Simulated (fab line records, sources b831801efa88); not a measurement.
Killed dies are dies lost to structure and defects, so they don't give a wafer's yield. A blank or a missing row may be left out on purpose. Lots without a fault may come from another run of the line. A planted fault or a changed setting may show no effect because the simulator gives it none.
Chamber matching | flow sky130 | SKY_POLY_CUT_ETCH_11 on rie_diel-01: 4 sister chambers
The step etches Si3N4 in CF4/CH2F2/Ar, stops on poly-Si, time 42.5 s, target depth 60 nm. 18 wafers are shown with their chamber, then 9 later ones without.

WAFERS WITH THEIR CHAMBER
wafer  | chamber | drypump_motor_current_A (A) | oes_product_au (a.u.) | throttle_valve_pct (%)
L075.1 | 1       | 5.2                         | 0.828                 | 14.995
L075.2 | 3       | 6.6                         | 0.823                 | 15.001
L075.5 | 3       | 6.7                         | 0.821                 | 14.994
L076.1 | 2       | 5.3                         | 0.826                 | 14.993
L076.2 | 1       | 5.2                         | 0.826                 | 14.995
L076.6 | 2       | 5.2                         | 0.822                 | 14.981
L079.3 | 3       | 6.7                         | 0.819                 | 15.003
L079.4 | 0       | 5.8                         | 0.821                 | 14.985
L079.6 | 2       | 5.3                         | 0.815                 | 14.990
L080.1 | 0       | 5.8                         | 0.828                 | 14.994
L080.5 | 0       | 5.8                         | 0.829                 | 14.996
L080.6 | 1       | 5.2                         | 0.818                 | 14.985
L084.3 | 0       | 5.8                         | 0.828                 | 14.999
L084.5 | 2       | 5.2                         | 0.832                 | 14.997
L084.6 | 3       | 6.7                         | 0.834                 | 14.988
L087.2 | 2       | 5.2                         | 0.835                 | 14.992
L087.3 | 3       | 6.7                         | 0.832                 | 14.976
L087.6 | 2       | 5.2                         | 0.840                 | 14.984

SIGNATURES (means of the wafers above)
reading                 | chamber 0 | chamber 1 | chamber 2 | chamber 3 | scatter within a chamber
drypump_motor_current_A | 5.800     | 5.200     | 5.233     | 6.680     | 0.039
oes_product_au          | 0.82650   | 0.82400   | 0.82833   | 0.82580   | 0.00706
throttle_valve_pct      | 14.99350  | 14.99167  | 14.98950  | 14.99240  | 0.0077
Rule: a wafer's distance from a chamber is the root of the sum, over the readings, of the square of ((its reading less the chamber's mean) divided by the reading's scatter). The wafer belongs to the nearest chamber; if the next one is less than 2 further off, it can't be placed. The scatter: the root of (the sum of the squares of (reading less its chamber's mean) over the shown wafers, divided by (wafers less chambers)).

WAFERS WITHOUT THEIR CHAMBER
wafer  | drypump_motor_current_A (A) | oes_product_au (a.u.) | throttle_valve_pct (%)
L090.4 | 6.7                         | 0.831                 | 15.008
L090.5 | 6.7                         | 0.829                 | 15.004
L090.6 | 5.3                         | 0.834                 | 15.004
L091.2 | 6.6                         | 0.833                 | 14.987
L091.5 | 5.8                         | 0.825                 | 14.979
L091.6 | 5.1                         | 0.824                 | 15.000
L094.2 | 6.7                         | 0.825                 | 14.996
L094.5 | 5.2                         | 0.825                 | 14.987
L094.6 | 6.7                         | 0.832                 | 14.983

WHICH CHAMBER EACH WENT THROUGH
wafer  | from the rows above     | in truth
L090.4 | 3                       | 3
L090.5 | 3                       | 3
L090.6 | can't be placed: 2 or 1 | 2
L091.2 | 3                       | 3
L091.5 | 0                       | 0
L091.6 | can't be placed: 1 or 2 | 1
L094.2 | 3                       | 3
L094.5 | can't be placed: 1 or 2 | 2
L094.6 | 3                       | 3
Placed correctly: 6 of 9. Can't be placed from these rows: 3 (the true chamber is among the candidates in 3). Placed wrongly: 0.
